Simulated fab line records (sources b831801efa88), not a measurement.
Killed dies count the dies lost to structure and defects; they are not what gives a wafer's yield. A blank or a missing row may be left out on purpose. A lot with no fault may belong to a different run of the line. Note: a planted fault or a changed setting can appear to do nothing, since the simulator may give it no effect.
Which of the tools did it? :: flow gf180mcu :: 24 lots, 72 wafers sampled, at 4 steps of a route of 602

== WHAT THE GAUGES SHOWED, per wafer ==
GF_V4_THK_MEAS_03. Usual: for V4_CVD_02_THK the level is 850 nm and the standard deviation is 9.6.
lot: L074
measured: day 23 15:53
on: film metro-03
V4_CVD_02_THK (nm): 839 838 848
flag: 

lot: L075
measured: day 23 22:41
on: film metro-03
V4_CVD_02_THK (nm): 835 854 861
flag: 

lot: L076
measured: day 24 05:55
on: film metro-04
V4_CVD_02_THK (nm): 839 839 854
flag: 

lot: L077
measured: day 24 10:16
on: film metro-01
V4_CVD_02_THK (nm): 844 845 856
flag: 

lot: L078
measured: day 24 21:38
on: film metro-03
V4_CVD_02_THK (nm): 850 862 852
flag: 

lot: L079
measured: day 25 22:41
on: film metro-04
V4_CVD_02_THK (nm): 844 854 866
flag: 

lot: L081
measured: day 26 02:54
on: film metro-03
V4_CVD_02_THK (nm): 835 846 857
flag: 

lot: L080
measured: day 26 11:23
on: film metro-03
V4_CVD_02_THK (nm): 847 847 860
flag: 

lot: L082
measured: day 26 16:02
on: film metro-04
V4_CVD_02_THK (nm): 839 840 852
flag: 

lot: L083
measured: day 26 17:01
on: film metro-01
V4_CVD_02_THK (nm): 853 857 856
flag: 

lot: L084
measured: day 27 00:16
on: film metro-01
V4_CVD_02_THK (nm): 842 841 845
flag: 

lot: L085
measured: day 27 11:18
on: film metro-04
V4_CVD_02_THK (nm): 855 866 870
flag: 

lot: L086
measured: day 27 16:11
on: film metro-01
V4_CVD_02_THK (nm): 853 865 867
flag: 

lot: L087
measured: day 27 22:31
on: film metro-03
V4_CVD_02_THK (nm): 844 842 863
flag: 

lot: L088
measured: day 28 14:27
on: film metro-04
V4_CVD_02_THK (nm): 849 856 863
flag: 

lot: L089
measured: day 28 16:32
on: film metro-04
V4_CVD_02_THK (nm): 846 859 857
flag: 

lot: L090
measured: day 28 18:32
on: film metro-04
V4_CVD_02_THK (nm): 835 861 858
flag: 

lot: L091
measured: day 29 05:27
on: film metro-01
V4_CVD_02_THK (nm): 852 841 860
flag: 

lot: L092
measured: day 29 10:39
on: film metro-03
V4_CVD_02_THK (nm): 836 831 848
flag: 

lot: L093
measured: day 29 16:34
on: film metro-03
V4_CVD_02_THK (nm): 845 844 863
flag: 

lot: L094
measured: day 30 02:38
on: film metro-04
V4_CVD_02_THK (nm): 839 852 860
flag: 

lot: L095
measured: day 30 09:55
on: film metro-03
V4_CVD_02_THK (nm): 830 839 851
flag: 

lot: L096
measured: day 30 16:34
on: film metro-01
V4_CVD_02_THK (nm): 838 851 852
flag: 

lot: L097
measured: day 30 18:20
on: film metro-01
V4_CVD_02_THK (nm): 836 852 845
flag: 

== WHICH TOOL RAN EACH LOT (tool, then ch and the chambers of the sampled wafers, then the start) ==
lot: L074
GF_V1_CVD_02: pecvd-04 ch 0,1, day 17 09:02
GF_M4_SPUTTER_00: pvd sputter-03, day 22 15:09
GF_M4_SPUTTER_04: pvd sputter-03, day 22 15:20

lot: L075
GF_V1_CVD_02: pecvd-03 ch 0,2, day 17 14:51
GF_M4_SPUTTER_00: pvd sputter-02, day 22 23:11
GF_M4_SPUTTER_04: pvd sputter-02, day 22 23:22

lot: L076
GF_V1_CVD_02: pecvd-03 ch 0,1, day 17 20:08
GF_M4_SPUTTER_00: pvd sputter-02, day 23 05:41
GF_M4_SPUTTER_04: pvd sputter-02, day 23 05:52

lot: L077
GF_V1_CVD_02: pecvd-01 ch 0,1, day 18 03:28
GF_M4_SPUTTER_00: pvd sputter-01, day 23 10:40
GF_M4_SPUTTER_04: pvd sputter-01, day 23 10:51

lot: L078
GF_V1_CVD_02: pecvd-04 ch 0,1, day 18 15:35
GF_M4_SPUTTER_00: pvd sputter-01, day 23 22:18
GF_M4_SPUTTER_04: pvd sputter-01, day 23 22:29

lot: L079
GF_V1_CVD_02: pecvd-01 ch 0,1, day 19 01:50
GF_M4_SPUTTER_00: pvd sputter-02, day 24 11:42
GF_M4_SPUTTER_04: pvd sputter-02, day 24 11:53

lot: L081
GF_V1_CVD_02: pecvd-01 ch 1,2, day 19 21:29
GF_M4_SPUTTER_00: pvd sputter-02, day 25 01:56
GF_M4_SPUTTER_04: pvd sputter-02, day 25 02:07

lot: L080
GF_V1_CVD_02: pecvd-04 ch 0,1, day 20 02:30
GF_M4_SPUTTER_00: pvd sputter-01, day 25 21:43
GF_M4_SPUTTER_04: pvd sputter-01, day 25 21:54

lot: L082
GF_V1_CVD_02: pecvd-04 ch 0,1,2, day 20 06:29
GF_M4_SPUTTER_00: pvd sputter-02, day 25 22:47
GF_M4_SPUTTER_04: pvd sputter-02, day 25 22:58

lot: L083
GF_V1_CVD_02: pecvd-03 ch 0,1,2, day 20 07:29
GF_M4_SPUTTER_00: pvd sputter-01, day 25 23:01
GF_M4_SPUTTER_04: pvd sputter-01, day 25 23:12

lot: L084
GF_V1_CVD_02: pecvd-01 ch 0,1,2, day 20 22:19
GF_M4_SPUTTER_00: pvd sputter-03, day 26 02:49
GF_M4_SPUTTER_04: pvd sputter-03, day 26 03:00

lot: L085
GF_V1_CVD_02: pecvd-01 ch 0,1,2, day 21 07:58
GF_M4_SPUTTER_00: pvd sputter-02, day 26 14:10
GF_M4_SPUTTER_04: pvd sputter-02, day 26 14:20

lot: L086
GF_V1_CVD_02: pecvd-04 ch 1,2, day 21 10:50
GF_M4_SPUTTER_00: pvd sputter-02, day 26 18:35
GF_M4_SPUTTER_04: pvd sputter-02, day 26 18:46

lot: L087
GF_V1_CVD_02: pecvd-04 ch 0,2, day 22 02:29
GF_M4_SPUTTER_00: pvd sputter-03, day 27 01:27
GF_M4_SPUTTER_04: pvd sputter-03, day 27 01:38

lot: L088
GF_V1_CVD_02: pecvd-03 ch 1,2, day 22 11:59
GF_M4_SPUTTER_00: pvd sputter-01, day 27 17:41
GF_M4_SPUTTER_04: pvd sputter-01, day 27 17:53

lot: L089
GF_V1_CVD_02: pecvd-03 ch 0,1,2, day 22 17:40
GF_M4_SPUTTER_00: pvd sputter-03, day 27 19:42
GF_M4_SPUTTER_04: pvd sputter-03, day 27 19:53

lot: L090
GF_V1_CVD_02: pecvd-01 ch 0,1,2, day 22 21:53
GF_M4_SPUTTER_00: pvd sputter-01, day 27 21:01
GF_M4_SPUTTER_04: pvd sputter-01, day 27 21:12

lot: L091
GF_V1_CVD_02: pecvd-01 ch 0,1,2, day 23 09:01
GF_M4_SPUTTER_00: pvd sputter-02, day 28 09:20
GF_M4_SPUTTER_04: pvd sputter-02, day 28 09:31

lot: L092
GF_V1_CVD_02: pecvd-04 ch 0,1,2, day 23 15:02
GF_M4_SPUTTER_00: pvd sputter-03, day 28 15:02
GF_M4_SPUTTER_04: pvd sputter-03, day 28 15:13

lot: L093
GF_V1_CVD_02: pecvd-03 ch 0,2, day 24 03:01
GF_M4_SPUTTER_00: pvd sputter-01, day 28 20:51
GF_M4_SPUTTER_04: pvd sputter-01, day 28 21:02

lot: L094
GF_V1_CVD_02: pecvd-04 ch 0,2, day 24 10:01
GF_M4_SPUTTER_00: pvd sputter-01, day 29 07:47
GF_M4_SPUTTER_04: pvd sputter-01, day 29 07:58

lot: L095
GF_V1_CVD_02: pecvd-03 ch 1,2, day 24 18:35
GF_M4_SPUTTER_00: pvd sputter-03, day 29 14:25
GF_M4_SPUTTER_04: pvd sputter-03, day 29 14:35

lot: L096
GF_V1_CVD_02: pecvd-04 ch 0,1,2, day 25 20:07
GF_M4_SPUTTER_00: pvd sputter-03, day 29 20:50
GF_M4_SPUTTER_04: pvd sputter-03, day 29 21:01

lot: L097
GF_V1_CVD_02: pecvd-04 ch 0,1,2, day 25 20:59
GF_M4_SPUTTER_00: pvd sputter-01, day 29 22:31
GF_M4_SPUTTER_04: pvd sputter-01, day 29 22:43
- GF_V1_CVD_02: deposits SiO2 from TEOS, target thk 850 nm, time 94.851 s.
- GF_M4_SPUTTER_00: material Ti, target thk 37.5 nm, time 150 s.
- GF_M4_SPUTTER_04: material TiN, target thk 50 nm, time 41.7 s.

== AS READ BY THE TOOLS THEMSELVES (means over the sampled wafers that have a number; for cases with no such wafer, the mark the record gives instead) ==
GF_V1_CVD_02. Usual: heater power w 696 W, standard deviation 72.
lot: L074
tool: pecvd-04
heater power w (W): 662
flag: 

lot: L075
tool: pecvd-03
heater power w (W): 737
flag: 

lot: L076
tool: pecvd-03
heater power w (W): 718
flag: 

lot: L077
tool: pecvd-01
heater power w (W): 674
flag: 

lot: L078
tool: pecvd-04
heater power w (W): 727
flag: 

lot: L079
tool: pecvd-01
heater power w (W): 700
flag: 

lot: L081
tool: pecvd-01
heater power w (W): 625
flag: 

lot: L080
tool: pecvd-04
heater power w (W): 650
flag: 

lot: L082
tool: pecvd-04
heater power w (W): 733
flag: 

lot: L083
tool: pecvd-03
heater power w (W): 679
flag: 

lot: L084
tool: pecvd-01
heater power w (W): 714
flag: 

lot: L085
tool: pecvd-01
heater power w (W): 687
flag: 

lot: L086
tool: pecvd-04
heater power w (W): 686
flag: 

lot: L087
tool: pecvd-04
heater power w (W): 709
flag: 

lot: L088
tool: pecvd-03
heater power w (W): 690
flag: 

lot: L089
tool: pecvd-03
heater power w (W): 701
flag: 

lot: L090
tool: pecvd-01
heater power w (W): 732
flag: 

lot: L091
tool: pecvd-01
heater power w (W): 660
flag: 

lot: L092
tool: pecvd-04
heater power w (W): 684
flag: 

lot: L093
tool: pecvd-03
heater power w (W): 724
flag: 

lot: L094
tool: pecvd-04
heater power w (W): 747
flag: 

lot: L095
tool: pecvd-03
heater power w (W): 748
flag: 

lot: L096
tool: pecvd-04
heater power w (W): 714
flag: 

lot: L097
tool: pecvd-04
heater power w (W): 730
flag: 

GF_M4_SPUTTER_00. Usual: cathode dc power W 4000.0 W, standard deviation 0.72; throttle valve pct 30.1 %, standard deviation 1.
lot: L074
tool: pvd sputter-03
cathode dc power W (W): 4000.2
throttle valve pct (%): 30.0
flag: 

lot: L075
tool: pvd sputter-02
cathode dc power W (W): 3999.9
throttle valve pct (%): 29.9
flag: 

lot: L076
tool: pvd sputter-02
cathode dc power W (W): 3999.3
throttle valve pct (%): 30.2
flag: 

lot: L077
tool: pvd sputter-01
cathode dc power W (W): 3999.4
throttle valve pct (%): 30.5
flag: 

lot: L078
tool: pvd sputter-01
cathode dc power W (W): 3999.6
throttle valve pct (%): 30.7
flag: 

lot: L079
tool: pvd sputter-02
cathode dc power W (W): 3999.6
throttle valve pct (%): 29.6
flag: 

lot: L081
tool: pvd sputter-02
cathode dc power W (W): 4000.3
throttle valve pct (%): 29.0
flag: 

lot: L080
tool: pvd sputter-01
cathode dc power W (W): 4000.1
throttle valve pct (%): 30.0
flag: 

lot: L082
tool: pvd sputter-02
cathode dc power W (W): 4000.0
throttle valve pct (%): 29.4
flag: 

lot: L083
tool: pvd sputter-01
cathode dc power W (W): 4000.3
throttle valve pct (%): 30.5
flag: 

lot: L084
tool: pvd sputter-03
cathode dc power W (W): 4000.5
throttle valve pct (%): 29.5
flag: 

lot: L085
tool: pvd sputter-02
cathode dc power W (W): 3999.9
throttle valve pct (%): 29.6
flag: 

lot: L086
tool: pvd sputter-02
cathode dc power W (W): 4000.6
throttle valve pct (%): 30.1
flag: 

lot: L087
tool: pvd sputter-03
cathode dc power W (W): 4000.1
throttle valve pct (%): 30.3
flag: 

lot: L088
tool: pvd sputter-01
cathode dc power W (W): 3999.8
throttle valve pct (%): 30.7
flag: 

lot: L089
tool: pvd sputter-03
cathode dc power W (W): 4000.6
throttle valve pct (%): 29.7
flag: 

lot: L090
tool: pvd sputter-01
cathode dc power W (W): 3999.7
throttle valve pct (%): 30.3
flag: 

lot: L091
tool: pvd sputter-02
cathode dc power W (W): 3999.6
throttle valve pct (%): 29.5
flag: 

lot: L092
tool: pvd sputter-03
cathode dc power W (W): 4000.0
throttle valve pct (%): 30.4
flag: 

lot: L093
tool: pvd sputter-01
cathode dc power W (W): 3999.8
throttle valve pct (%): 30.2
flag: 

lot: L094
tool: pvd sputter-01
cathode dc power W (W): 4000.0
throttle valve pct (%): 30.6
flag: 

lot: L095
tool: pvd sputter-03
cathode dc power W (W): 4000.5
throttle valve pct (%): 29.7
flag: 

lot: L096
tool: pvd sputter-03
cathode dc power W (W): 4000.1
throttle valve pct (%): 29.5
flag: 

lot: L097
tool: pvd sputter-01
cathode dc power W (W): 4001.0
throttle valve pct (%): 30.7
flag: 

GF_M4_SPUTTER_04. Usual: cathode dc power W 6500.2 W, standard deviation 1.3; throttle valve pct 30.1 %, standard deviation 1.
lot: L074
tool: pvd sputter-03
cathode dc power W (W): 6499.9
throttle valve pct (%): 30.0
flag: 

lot: L075
tool: pvd sputter-02
cathode dc power W (W): 6499.9
throttle valve pct (%): 29.8
flag: 

lot: L076
tool: pvd sputter-02
cathode dc power W (W): 6500.7
throttle valve pct (%): 30.0
flag: 

lot: L077
tool: pvd sputter-01
cathode dc power W (W): 6500.3
throttle valve pct (%): 30.6
flag: 

lot: L078
tool: pvd sputter-01
cathode dc power W (W): 6498.9
throttle valve pct (%): 30.7
flag: 

lot: L079
tool: pvd sputter-02
cathode dc power W (W): 6500.6
throttle valve pct (%): 29.7
flag: 

lot: L081
tool: pvd sputter-02
cathode dc power W (W): 6500.8
throttle valve pct (%): 29.1
flag: 

lot: L080
tool: pvd sputter-01
cathode dc power W (W): 6501.2
throttle valve pct (%): 30.0
flag: 

lot: L082
tool: pvd sputter-02
cathode dc power W (W): 6499.7
throttle valve pct (%): 29.4
flag: 

lot: L083
tool: pvd sputter-01
cathode dc power W (W): 6499.8
throttle valve pct (%): 30.4
flag: 

lot: L084
tool: pvd sputter-03
cathode dc power W (W): 6500.0
throttle valve pct (%): 29.5
flag: 

lot: L085
tool: pvd sputter-02
cathode dc power W (W): 6499.3
throttle valve pct (%): 29.9
flag: 

lot: L086
tool: pvd sputter-02
cathode dc power W (W): 6498.1
throttle valve pct (%): 29.9
flag: 

lot: L087
tool: pvd sputter-03
cathode dc power W (W): 6501.2
throttle valve pct (%): 30.3
flag: 

lot: L088
tool: pvd sputter-01
cathode dc power W (W): 6500.6
throttle valve pct (%): 30.6
flag: 

lot: L089
tool: pvd sputter-03
cathode dc power W (W): 6500.6
throttle valve pct (%): 29.9
flag: 

lot: L090
tool: pvd sputter-01
cathode dc power W (W): 6501.4
throttle valve pct (%): 30.1
flag: 

lot: L091
tool: pvd sputter-02
cathode dc power W (W): 6499.7
throttle valve pct (%): 29.4
flag: 

lot: L092
tool: pvd sputter-03
cathode dc power W (W): 6500.3
throttle valve pct (%): 30.3
flag: 

lot: L093
tool: pvd sputter-01
cathode dc power W (W): 6501.4
throttle valve pct (%): 30.2
flag: 

lot: L094
tool: pvd sputter-01
cathode dc power W (W): 6500.5
throttle valve pct (%): 30.6
flag: 

lot: L095
tool: pvd sputter-03
cathode dc power W (W): 6500.3
throttle valve pct (%): 29.7
flag: 

lot: L096
tool: pvd sputter-03
cathode dc power W (W): 6500.5
throttle valve pct (%): 29.5
flag: 

lot: L097
tool: pvd sputter-01
cathode dc power W (W): 6497.8
throttle valve pct (%): 30.7
flag: 

== THE ANSWER, worked out from the rows above alone ==
Rule: a lot counts as off when the mean over its wafers that have a number is more than 3 standard deviations away from the usual mean. A lot without any number at a reading at which 4 lots or more have one is off too. Any other lot the step has rows for is counted as sound. First the gauges in route order, then the tools' own readings, where a lot's mean is used as printed above. At the first step where some lot is off, the reading lying furthest off is the one used; lots without a number count as furthest.
None of the lots is off at any reading shown; this tells nothing.

== WHAT HAD BEEN PUT IN BY THE SIMULATOR ==
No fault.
